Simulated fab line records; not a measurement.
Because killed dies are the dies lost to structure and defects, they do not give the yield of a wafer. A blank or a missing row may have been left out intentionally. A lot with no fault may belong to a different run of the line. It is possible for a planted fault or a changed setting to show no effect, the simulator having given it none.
What tool caused it? -- flow gf180mcu -- 12 lots (36 wafers sampled), 1 step of a 602-step route

== WHAT THE GAUGES READ, wafer by wafer ==
GF_NWELL_OVL_MEAS_07.
lot,measured,on,NWELL_OVL (nm)
L075,day 3 13:28,overlay-02,2.9 1.8 1.8
L077,day 4 00:02,overlay-01,1.7 2.3 0.6
L079,day 4 12:25,overlay-01,1.5 1.0 0.8
L081,day 4 22:32,overlay-01,1.3 1.5 2.3
L083,day 5 09:41,overlay-02,3.1 3.1 3.0
L085,day 5 17:53,overlay-01,3.0 3.1 0.8
L087,day 6 04:35,overlay-02,1.9 3.0 0.7
L089,day 6 23:10,overlay-02,-0.4 2.3 -1.4
L091,day 7 05:20,overlay-01,1.7 2.0 4.0
L093,day 7 19:43,overlay-02,-0.3 -1.0 1.0
L095,day 8 06:46,overlay-02,-3.2 -2.1 -2.7
L097,day 8 12:34,overlay-01,-0.9 -0.7 0.9

== WHAT TOOL EACH LOT RAN ON (gives the tool, then ch and the chambers of the sampled wafers, and finally the start) ==
The record holds no process step before these readings.

== THE ANSWER, worked out from the rows above alone ==
Rule: the lots themselves supply what counts as usual. The widest of any qualifying gaps counts: lots, ordered by their means at a reading, are off when they make up no more than a third of the lots, leave a main group of 4 or more, and stand apart from it by 3 or more times the standard deviation of that group's means. Not used: any main group whose means are identical at the precision the tables above print for the reading. Also off: a lot with no number at a reading for which 4 or more lots have one. Any other lot the step has rows for is counted as sound.
No lot is off at any reading shown: from this, nothing can be told.

== WHAT HAD BEEN PUT IN BY THE SIMULATOR ==
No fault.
